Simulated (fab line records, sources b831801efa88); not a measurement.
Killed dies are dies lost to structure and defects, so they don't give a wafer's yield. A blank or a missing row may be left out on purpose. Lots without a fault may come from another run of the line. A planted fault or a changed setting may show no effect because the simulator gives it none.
A struck lot beside a sound one | flow gf180mcu | 15 steps out of a route of 602
Sound: wafers L437.1, L437.2, L437.3. Struck: wafers L441.2, L441.3, L441.5. The cause comes at the end.
At each step with rows: each side's tool, then ch and its chambers, then its first start. Under that, the readings that differ: sound wafers | struck wafers | difference of the means | sigmas: that difference in standard deviations of wafers without a fault.
alike: readings whose means differ by less than 2 such deviations, and words and numbers that are the same on both sides. not compared: withheld readings, readings that some wafer has no value for, bounds like >300 that may hide the same value, and numbers for which the record gives no deviation and whose values overlap.
The two part at a step that has a row with sigmas, a row that says differs or no value, or rows on one side only. Numbers that don't overlap but have no deviation are shown without sigmas and don't part them. A reading that every wafer of one side lacks parts them only if that side has two wafers or more.

GF_POLY_GATE_THK_MEAS_01:
  sound on film_metro-04, day 9 18:23; struck on film_metro-03, day 10 18:13
  alike: POLY_GATE_CVD_00_THK
then, 8 steps without rows for these wafers: GF_POLY_GATE_DEHYDRATE_02 (time 60 s); GF_POLY_GATE_HMDS_03 (prime time 60 s); GF_POLY_GATE_COAT_04; GF_POLY_GATE_COAT_05 (resist thk 700 nm); GF_POLY_GATE_SOFTBAKE_06 (time 60 s); GF_POLY_GATE_EXPOSE_07 (exposes mask Poly2, target cd 280 nm); GF_POLY_GATE_PEB_08 (peb time 90 s); GF_POLY_GATE_DEVELOP_09 (develop time 60 s).
GF_POLY_GATE_CD_MEAS_10: target cd 280 nm.
  sound on cd_sem-02, day 10 12:34; struck on cd_sem-01, day 11 13:02
  alike: cd_nm
GF_POLY_GATE_OVL_MEAS_11:
  sound on overlay-02, day 10 12:41; struck on overlay-02, day 11 13:08
  alike: POLY_GATE_OVL
GF_POLY_GATE_ETCH_12: etches BARC in N2/H2.
  sound on rie_diel-02 ch 0,2,3, day 10 12:43; struck on rie_diel-02 ch 0,2, day 11 13:10
  alike: bias_w, drypump_motor_current_A, oes_product_au, throttle_valve_pct
GF_POLY_GATE_ETCH_13: etches poly-Si in HBr/Cl2, stops on SiO2, target depth 198.5 nm, time 69.6 s.
  sound on rie_si-01 ch 1,2,3, day 10 12:46; struck on rie_si-02 ch 0,3, day 11 13:13
  reading    | sound           | struck         | difference | sigmas
  bias_w (W) | 99.8 99.7 100.3 | 94.3 94.1 93.8 | -5.9       | -19
  alike: drypump_motor_current_A, oes_product_au, throttle_valve_pct
  not compared: rf_hours_counter_h
GF_POLY_GATE_STRIP_14: strips in O2/N2.
  sound on plasma_asher-03 ch 0,1, day 10 12:50; struck on plasma_asher-02 ch 0,1, day 11 13:17
  alike: drypump_motor_current_A, heater_power_w, oes_product_au
  not compared: rf_hours_counter_h
-- the record jumps here: 20 days lie between the struck wafers' starts before and after (it left off in module POLY_GATE and takes up again in module PASSIVATION, whose first step shown is number 602 of the route) --
GF_PASSIVATION_PROBE_99:
  the record has rows for the struck wafers here (prober-02, day 31 14:22) and none for the sound ones

WHERE THEY PART
First at GF_POLY_GATE_ETCH_13; last, within this record, at GF_PASSIVATION_PROBE_99.

WHY: what the simulator had put in
Process parameter drift: rie_si-02, from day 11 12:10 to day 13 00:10, at GF_POLY_GATE_ETCH_13. Setting bias_w, moved by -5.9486, from 100. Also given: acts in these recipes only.
